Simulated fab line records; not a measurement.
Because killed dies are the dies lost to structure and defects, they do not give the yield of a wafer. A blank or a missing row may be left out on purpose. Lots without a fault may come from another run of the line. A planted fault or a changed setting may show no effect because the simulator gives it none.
The tool behind it: which one? | flow gf180mcu | 12 lots with 36 wafers sampled at 3 steps, on a route of 602 steps

## WHAT THE GAUGES SHOWED, per wafer
GF_V4_OVL_MEAS_15.
lot  | measured     | on         | V4_OVL (nm)
L306 | day 24 16:05 | overlay-01 | -8 -4 -11
L307 | day 24 23:41 | overlay-01 | -5 1 -6
L312 | day 26 18:11 | overlay-02 | 2 4 3
L313 | day 26 23:49 | overlay-02 | 5 9 1
L314 | day 27 06:17 | overlay-02 | 4 -7 -4
L315 | day 27 17:09 | overlay-02 | -8 2 1
L319 | day 28 21:01 | overlay-02 | -4 -1 0
L322 | day 29 14:50 | overlay-02 | 11 5 4
L324 | day 30 03:32 | overlay-02 | 0 -5 -3
L323 | day 30 05:05 | overlay-02 | 4 6 7
L327 | day 31 02:34 | overlay-02 | -5 1 -1
L328 | day 31 08:24 | overlay-02 | -1 -5 -1

GF_M5_CD_MEAS_07 targets a cd of 280 nm.
lot  | measured     | on        | cd_nm (nm)
L306 | day 26 13:21 | cd_sem-02 | 280.7 279.9 279.9
L307 | day 26 20:07 | cd_sem-01 | 279.2 278.4 279.0
L312 | day 28 12:40 | cd_sem-01 | 281.3 281.6 280.5
L313 | day 28 17:46 | cd_sem-02 | 280.4 280.4 282.7
L314 | day 29 00:12 | cd_sem-02 | 280.0 280.0 279.4
L315 | day 29 10:22 | cd_sem-02 | 279.2 279.1 279.3
L319 | day 30 12:45 | cd_sem-02 | 278.6 277.8 277.9
L322 | day 31 06:01 | cd_sem-01 | 281.7 281.0 280.8
L324 | day 31 16:38 | cd_sem-01 | 281.8 279.9 281.7
L323 | day 31 17:44 | cd_sem-02 | 280.0 279.6 279.5
L327 | day 32 14:00 | cd_sem-02 | 279.0 279.8 279.1
L328 | day 32 19:11 | cd_sem-02 | 278.2 279.1 278.8

## TOOL THAT RAN EACH LOT (tool first, then ch and the chambers of the sampled wafers, then the start)
lot  | GF_MIM_SPUTTER_04
L306 | pvd_sputter-01, day 24 17:40
L307 | pvd_sputter-03, day 25 01:17
L312 | pvd_sputter-03, day 26 19:48
L313 | pvd_sputter-03, day 27 01:23
L314 | pvd_sputter-01, day 27 07:53
L315 | pvd_sputter-03, day 27 18:44
L319 | pvd_sputter-02, day 28 22:35
L322 | pvd_sputter-01, day 29 16:24
L324 | pvd_sputter-03, day 30 05:07
L323 | pvd_sputter-03, day 30 06:39
L327 | pvd_sputter-03, day 31 04:10
L328 | pvd_sputter-02, day 31 09:58
- GF_MIM_SPUTTER_04: material TiN, target thk 50 nm, time 41.7 s.

## WHAT THE TOOLS THEMSELVES READ (means of the sampled wafers that have a number; where no wafer has one, the mark that the record gives instead)
GF_MIM_SPUTTER_04.
lot  | tool           | throttle_valve_pct (%)
L306 | pvd_sputter-01 | 29.0
L307 | pvd_sputter-03 | 29.4
L312 | pvd_sputter-03 | 29.5
L313 | pvd_sputter-03 | 29.4
L314 | pvd_sputter-01 | 29.8
L315 | pvd_sputter-03 | 29.1
L319 | pvd_sputter-02 | 31.1
L322 | pvd_sputter-01 | 29.9
L324 | pvd_sputter-03 | 28.8
L323 | pvd_sputter-03 | 29.9
L327 | pvd_sputter-03 | 28.8
L328 | pvd_sputter-02 | 31.2

## THE ANSWER, worked out from the rows above alone
Rule: what is usual is taken from the lots themselves. Put in order of their means at a reading, lots are off if they are a third of the lots or fewer, leave a main group of 4 or more, and stand apart from it by a gap of 3 or more times the standard deviation of the main group's means; of several such gaps the widest counts. A main group is skipped when, at the precision printed for the reading in the tables above, its means are all equal. A lot without any number at a reading at which 4 lots or more have one is off too. Where the step has rows for the other lots, those lots are counted as sound. First the gauges in route order, then the tools' own readings, where a lot's mean is used as printed above. At the first step where some lot is off, the reading lying furthest off is the one used; lots without a number count as furthest.
No lot is off on any of the readings shown, so nothing can be concluded from this.

## WHAT HAD BEEN PUT IN BY THE SIMULATOR
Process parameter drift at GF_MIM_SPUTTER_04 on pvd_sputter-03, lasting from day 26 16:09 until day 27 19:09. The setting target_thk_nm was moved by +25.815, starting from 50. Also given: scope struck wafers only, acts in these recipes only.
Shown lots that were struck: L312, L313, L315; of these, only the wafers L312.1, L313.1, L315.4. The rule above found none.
